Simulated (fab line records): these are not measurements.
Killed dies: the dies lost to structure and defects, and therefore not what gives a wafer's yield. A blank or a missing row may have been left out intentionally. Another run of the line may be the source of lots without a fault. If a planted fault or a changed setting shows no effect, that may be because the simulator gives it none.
What tool caused it?	flow sky130	36 wafers from 12 lots sampled at 5 of the route's 708 steps

== WHAT THE GAUGES SHOWED, per wafer ==
SKY_NWELL_OVL_MEAS_10.
lot	measured	on	NWELL_00_OVL (nm)
L374	day 4 18:53	overlay-02	2.5 -2.0 -0.5
L377	day 5 16:28	overlay-02	1.0 0.3 0.3
L379	day 6 02:55	overlay-01	- - -
L380	day 6 08:35	overlay-01	- - -
L382	day 6 19:38	overlay-02	0.7 0.2 0.1
L386	day 7 19:31	overlay-01	-2.1 -0.8 -2.2
L387	day 8 01:05	overlay-02	-1.0 0.2 -1.9
L389	day 8 11:26	overlay-01	-0.8 -0.4 -0.7
L391	day 9 03:17	overlay-02	-4.0 -1.8 -2.0
L392	day 9 08:07	overlay-02	1.5 0.4 2.2
L393	day 9 12:38	overlay-01	-0.3 -0.8 0.4
L396	day 10 07:01	overlay-01	-0.2 -1.3 -2.1

== WHAT TOOL EACH LOT RAN ON (gives the tool, then ch and the chambers of the sampled wafers, and finally the start) ==
lot	SKY_FIELD_ISO_STRIP_16	SKY_FIELD_ISO_ETCH_17	SKY_DNWELL_STRIP_08	SKY_NWELL_DEVELOP_09
L374	plasma asher-01 ch 0,1, day 2 09:47	rie si-01 ch 0,1,3, day 2 09:51	plasma asher-02 ch 0,1, day 3 09:02	litho track-01 ch 0, day 4 18:00
L377	plasma asher-01 ch 1, day 3 03:20	rie si-02 ch 0,1,3, day 3 03:26	plasma asher-04 ch 0,1, day 4 05:22	litho track-01 ch 0, day 5 16:00
L379	plasma asher-04 ch 0,1, day 3 14:08	rie si-02 ch 0,2,3, day 3 14:14	plasma asher-03 ch 0,1, day 4 14:22	litho track-01 ch 0, day 6 02:00
L380	plasma asher-02 ch 0,1, day 3 20:13	rie si-02 ch 0,1, day 3 20:17	plasma asher-03 ch 0,1, day 4 20:25	litho track-01 ch 0, day 6 08:00
L382	plasma asher-01 ch 0,1, day 4 04:17	rie si-01 ch 0,1,3, day 4 04:21	plasma asher-03 ch 0,1, day 5 06:07	litho track-04 ch 0, day 6 19:00
L386	plasma asher-02 ch 0, day 5 03:35	rie si-02 ch 2,3, day 5 03:41	plasma asher-04 ch 0,1, day 6 04:02	litho track-04 ch 0, day 7 19:00
L387	plasma asher-04 ch 0,1, day 5 08:29	rie si-01 ch 1,2, day 5 08:35	plasma asher-02 ch 0,1, day 6 09:05	litho track-02 ch 0, day 8 00:00
L389	plasma asher-04 ch 0,1, day 5 18:44	rie si-01 ch 0,1,3, day 5 18:50	plasma asher-04 ch 0,1, day 6 18:50	litho track-02 ch 0, day 8 11:00
L391	plasma asher-02 ch 0,1, day 6 02:47	rie si-02 ch 0,1, day 6 02:53	plasma asher-04 ch 0,1, day 7 10:10	litho track-02 ch 0, day 9 03:00
L392	plasma asher-04 ch 0,1, day 6 07:14	rie si-02 ch 1,2,3, day 6 07:20	plasma asher-04 ch 1, day 7 13:58	litho track-01 ch 0, day 9 07:00
L393	plasma asher-02 ch 0,1, day 6 14:22	rie si-01 ch 1,2,3, day 6 14:26	plasma asher-03 ch 0,1, day 7 18:41	litho track-01 ch 0, day 9 12:00
L396	plasma asher-01 ch 0,1, day 7 05:56	rie si-02 ch 0,2,3, day 7 06:02	plasma asher-04 ch 0,1, day 8 11:14	litho track-01 ch 0, day 10 06:00
- SKY_FIELD_ISO_STRIP_16: strips in O2/N2.
- SKY_FIELD_ISO_ETCH_17: etches Si in HBr/Cl2/O2, target depth 342 nm, time 97.7 s.
- SKY_DNWELL_STRIP_08: strips in O2/N2.
- SKY_NWELL_DEVELOP_09: develop time 60 s.

== WHAT THE TOOLS THEMSELVES READ (means of the sampled wafers that have a number; where no wafer has one, the mark that the record gives instead) ==
SKY_FIELD_ISO_STRIP_16.
lot	tool	drypump motor current A (A)	n2 flow sccm (sccm)	o2 flow sccm (sccm)	oes product au (a.u.)	strip time to endpoint s (s)
L374	plasma asher-01	5.8	299.6	3001	0.378	3.57
L377	plasma asher-01	5.5	299.0	3000	0.376	3.55
L379	plasma asher-04	5.5	300.9	3000	0.378	3.54
L380	plasma asher-02	5.3	300.1	2996	0.376	3.52
L382	plasma asher-01	5.8	301.2	2997	0.376	3.52
L386	plasma asher-02	5.0	297.8	3005	0.379	3.54
L387	plasma asher-04	5.5	299.8	3006	0.380	3.57
L389	plasma asher-04	5.9	300.9	3002	0.372	3.53
L391	plasma asher-02	5.3	300.7	3003	0.378	3.54
L392	plasma asher-04	5.5	300.1	2993	0.374	3.56
L393	plasma asher-02	5.3	299.9	2991	0.375	3.52
L396	plasma asher-01	5.8	299.2	3009	0.376	3.55

SKY_FIELD_ISO_ETCH_17.
lot	tool	drypump motor current A (A)	oes product au (a.u.)	throttle valve pct (%)
L374	rie si-01	5.3	0.997	25.650
L377	rie si-02	5.6	0.999	25.658
L379	rie si-02	5.3	1.001	25.658
L380	rie si-02	5.8	0.998	25.660
L382	rie si-01	5.3	0.991	25.660
L386	rie si-02	5.0	0.988	25.667
L387	rie si-01	5.3	0.990	25.664
L389	rie si-01	5.3	0.993	25.666
L391	rie si-02	5.9	0.998	25.663
L392	rie si-02	5.2	0.998	25.655
L393	rie si-01	5.4	1.008	25.649
L396	rie si-02	5.3	1.001	25.655

SKY_DNWELL_STRIP_08.
lot	tool	drypump motor current A (A)	n2 flow sccm (sccm)	o2 flow sccm (sccm)	oes product au (a.u.)	strip time to endpoint s (s)
L374	plasma asher-02	5.2	300.1	2985	0.721	37.01
L377	plasma asher-04	5.5	300.9	2992	0.730	36.97
L379	plasma asher-03	6.0	299.8	2999	0.725	36.99
L380	plasma asher-03	6.3	300.9	3003	0.721	36.85
L382	plasma asher-03	6.3	300.3	3009	0.722	36.85
L386	plasma asher-04	5.5	300.7	3001	0.723	36.72
L387	plasma asher-02	5.2	299.7	2996	0.721	36.96
L389	plasma asher-04	5.9	300.3	3004	0.719	36.86
L391	plasma asher-04	5.9	300.1	3004	0.724	36.85
L392	plasma asher-04	5.2	299.0	3006	0.725	36.91
L393	plasma asher-03	6.2	300.0	2999	0.718	36.77
L396	plasma asher-04	5.8	299.5	3007	0.723	37.03

== THE ANSWER, worked out from the rows above alone ==
Rule: what is usual is taken from the lots themselves. The widest of any qualifying gaps counts: lots, ordered by their means at a reading, are off when they make up no more than a third of the lots, leave a main group of 4 or more, and stand apart from it by 3 or more times the standard deviation of that group's means. Not used: any main group whose means are identical at the precision the tables above print for the reading. A lot without any number at a reading at which 4 lots or more have one is off too. Any other lot the step has rows for is counted as sound. Order of review: gauges by route order, followed by the tools' own readings, for which a lot's mean as printed above is used. The first step at which some lot is off is used, and at that step the reading that is off furthest; a lot without a number counts as furthest.
Off: L379, L380, seen at SKY_NWELL_OVL_MEAS_10 (NWELL_00_OVL). Without a number there: L379, L380. Mean -0.5 nm and standard deviation 1.1 in the main group.
A tool fits if, at a process step before that reading, it ran every lot that is off, and no sound lot after the first of them. Those tools and the gauges at SKY_NWELL_OVL_MEAS_10 are tried in the same way. Of those tried, none fits.

== WHAT HAD BEEN PUT IN BY THE SIMULATOR ==
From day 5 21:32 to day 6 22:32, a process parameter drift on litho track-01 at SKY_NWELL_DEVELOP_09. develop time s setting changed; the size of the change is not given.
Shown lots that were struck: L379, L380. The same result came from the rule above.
